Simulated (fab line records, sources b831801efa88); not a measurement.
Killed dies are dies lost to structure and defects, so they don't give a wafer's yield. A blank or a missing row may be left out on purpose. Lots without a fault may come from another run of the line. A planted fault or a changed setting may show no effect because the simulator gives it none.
Which tool did it? | flow sky130 | 11 lots, 33 wafers sampled, at 5 steps of a route of 708

WHAT THE GAUGES READ, wafer by wafer
SKY_SPACER_THK_MEAS_01.
lot  | measured     | on            | SPACER_CVD_00_THK (nm)
L658 | day 23 07:46 | film_metro-03 | 43.4 43.4 43.6
L659 | day 23 07:47 | film_metro-02 | 43.1 43.5 43.1
L660 | day 23 23:07 | film_metro-02 | 43.1 43.5 43.5
L661 | day 24 08:17 | film_metro-03 | 43.3 43.7 43.7
L662 | day 25 00:32 | film_metro-03 | 43.4 43.2 43.5
L663 | day 25 03:50 | film_metro-02 | 43.1 43.0 43.2
L665 | day 26 11:02 | film_metro-03 | 43.1 43.3 43.4
L671 | day 27 23:41 | film_metro-03 | 42.5 42.4 42.7
L675 | day 29 01:26 | film_metro-03 | 43.4 43.3 43.0
L676 | day 29 14:29 | film_metro-04 | 42.9 43.1 42.6
L680 | day 30 20:18 | film_metro-04 | 42.1 42.7 42.2

SKY_SD_N_RS_MEAS_17: measures by four-point-probe.
lot  | measured     | on            | SD_P_RS (ohm/sq)
L658 | day 28 05:30 | film_metro-04 | 147.4 147.3 147.3
L659 | day 28 06:04 | film_metro-01 | 147.1 147.1 146.9
L660 | day 28 20:15 | film_metro-01 | 147.2 146.7 146.9
L661 | day 29 03:02 | film_metro-01 | 146.6 146.6 146.3
L662 | day 29 20:29 | film_metro-01 | 147.4 146.9 146.6
L663 | day 29 22:33 | film_metro-02 | 147.0 147.1 147.2
L665 | day 31 10:44 | film_metro-01 | 146.9 147.2 146.8
L671 | day 32 13:53 | film_metro-01 | 146.5 146.4 146.4
L675 | day 33 16:15 | film_metro-01 | 147.3 146.7 146.9
L676 | day 34 01:19 | film_metro-02 | 147.3 147.6 147.2
L680 | day 35 05:31 | film_metro-02 | 147.4 147.5 147.2

SKY_LI_CONTACT_THK_MEAS_01.
lot  | measured     | on            | LI_CONTACT_HDPCVD_THK (nm)
L658 | day 28 05:51 | film_metro-02 | 911 937 928
L659 | day 28 06:25 | film_metro-01 | 952 935 937
L660 | day 28 20:35 | film_metro-01 | 952 933 937
L661 | day 29 03:24 | film_metro-04 | 946 910 930
L662 | day 29 20:51 | film_metro-04 | 926 928 927
L663 | day 29 22:55 | film_metro-01 | 955 957 922
L665 | day 31 11:16 | film_metro-04 | 918 923 916
L671 | day 32 14:16 | film_metro-04 | 928 1081 1092 929 1081 1091
L675 | day 33 16:37 | film_metro-02 | 929 925 935
L676 | day 34 01:40 | film_metro-01 | 930 937 938
L680 | day 35 05:52 | film_metro-02 | 935 924 930

WHICH TOOL RAN EACH LOT (tool, then ch and the chambers of the sampled wafers, then the start)
lot  | SKY_RES_XHIGH_STRIP_08               | SKY_LI_CONTACT_HDPCVD_00
L658 | plasma_asher-04 ch 0,1, day 27 00:53 | hdpcvd-02 ch 0,1,2, day 28 05:45
L659 | plasma_asher-02 ch 1, day 27 01:11   | hdpcvd-02 ch 0,1, day 28 06:18
L660 | plasma_asher-03 ch 0,1, day 27 15:16 | hdpcvd-02 ch 0,2, day 28 20:28
L661 | plasma_asher-04 ch 0,1, day 27 23:11 | hdpcvd-01 ch 0,1,2, day 29 03:18
L662 | plasma_asher-04 ch 0,1, day 28 15:56 | hdpcvd-02 ch 0,1, day 29 20:45
L663 | plasma_asher-02 ch 0,1, day 28 18:02 | hdpcvd-01 ch 0,1,2, day 29 22:49
L665 | plasma_asher-02 ch 0,1, day 30 00:11 | hdpcvd-01 ch 1,2, day 31 11:09
L671 | plasma_asher-02 ch 0,1, day 31 10:44 | hdpcvd-01 ch 0,1, day 32 14:10
L675 | plasma_asher-03 ch 0,1, day 32 13:05 | hdpcvd-02 ch 0,2, day 33 16:30
L676 | plasma_asher-04 ch 0,1, day 32 22:17 | hdpcvd-02 ch 1,2, day 34 01:33
L680 | plasma_asher-03 ch 0,1, day 34 02:20 | hdpcvd-02 ch 1,2, day 35 05:45
- SKY_RES_XHIGH_STRIP_08: strips in O2/N2.
- SKY_LI_CONTACT_HDPCVD_00: deposits PSG, target thk 930 nm, time 155 s.

WHAT THE TOOLS THEMSELVES READ (means of the sampled wafers that have a number; where no wafer has one, the mark that the record gives instead)
SKY_RES_XHIGH_STRIP_08.
lot  | tool            | drypump_motor_current_A (A) | o2_flow_sccm (sccm) | oes_product_au (a.u.) | strip_time_to_endpoint_s (s)
L658 | plasma_asher-04 | 6.0                         | 2995                | 0.711                 | 14.31
L659 | plasma_asher-02 | 5.9                         | 3004                | 0.713                 | 14.20
L660 | plasma_asher-03 | 5.7                         | 2996                | 0.707                 | 14.31
L661 | plasma_asher-04 | 6.0                         | 2995                | 0.709                 | 14.26
L662 | plasma_asher-04 | 5.4                         | 3009                | 0.707                 | 14.33
L663 | plasma_asher-02 | 5.4                         | 3000                | 0.709                 | 14.31
L665 | plasma_asher-02 | 5.6                         | 3001                | 0.711                 | 14.26
L671 | plasma_asher-02 | 5.6                         | 3005                | 0.712                 | 14.25
L675 | plasma_asher-03 | 5.7                         | 2996                | 0.711                 | 14.27
L676 | plasma_asher-04 | 5.4                         | 2997                | 0.713                 | 14.29
L680 | plasma_asher-03 | 5.7                         | 2995                | 0.716                 | 14.23

SKY_LI_CONTACT_HDPCVD_00.
lot  | tool      | run_length_s (s)
L658 | hdpcvd-02 | 183.3
L659 | hdpcvd-02 | 183.0
L660 | hdpcvd-02 | 183.7
L661 | hdpcvd-01 | 182.5
L662 | hdpcvd-02 | 182.3
L663 | hdpcvd-01 | 182.2
L665 | hdpcvd-01 | 182.2
L671 | hdpcvd-01 | 200.5
L675 | hdpcvd-02 | 183.1
L676 | hdpcvd-02 | 183.2
L680 | hdpcvd-02 | 182.5

THE ANSWER, worked out from the rows above alone
Rule: what is usual is taken from the lots themselves. Put in order of their means at a reading, lots are off if they are a third of the lots or fewer, leave a main group of 4 or more, and stand apart from it by a gap of 3 or more times the standard deviation of the main group's means; of several such gaps the widest counts. A main group whose means are all the same, to the digits that the tables above print for the reading, isn't used. A lot without any number at a reading at which 4 lots or more have one is off too. The other lots that the step has rows for count as sound. The gauges are gone through in route order, then the tools' own readings, and for those a lot's mean is taken as printed above. The first step at which some lot is off is used, and at that step the reading that is off furthest; a lot without a number counts as furthest.
Off: L671, at SKY_LI_CONTACT_THK_MEAS_01 (LI_CONTACT_HDPCVD_THK). The main group: mean 932 nm, standard deviation 7.7.
A tool fits if, at a process step before that reading, it ran every lot that is off, and no sound lot after the first of them. The gauges at SKY_LI_CONTACT_THK_MEAS_01 aren't tried: what is off there is off at SKY_LI_CONTACT_HDPCVD_00 too, on other tools, and a gauge's error can't cause that. Can't be told from this: 2 tools fit, plasma_asher-02 at SKY_RES_XHIGH_STRIP_08, hdpcvd-01 at SKY_LI_CONTACT_HDPCVD_00.

WHAT THE SIMULATOR HAD PUT IN
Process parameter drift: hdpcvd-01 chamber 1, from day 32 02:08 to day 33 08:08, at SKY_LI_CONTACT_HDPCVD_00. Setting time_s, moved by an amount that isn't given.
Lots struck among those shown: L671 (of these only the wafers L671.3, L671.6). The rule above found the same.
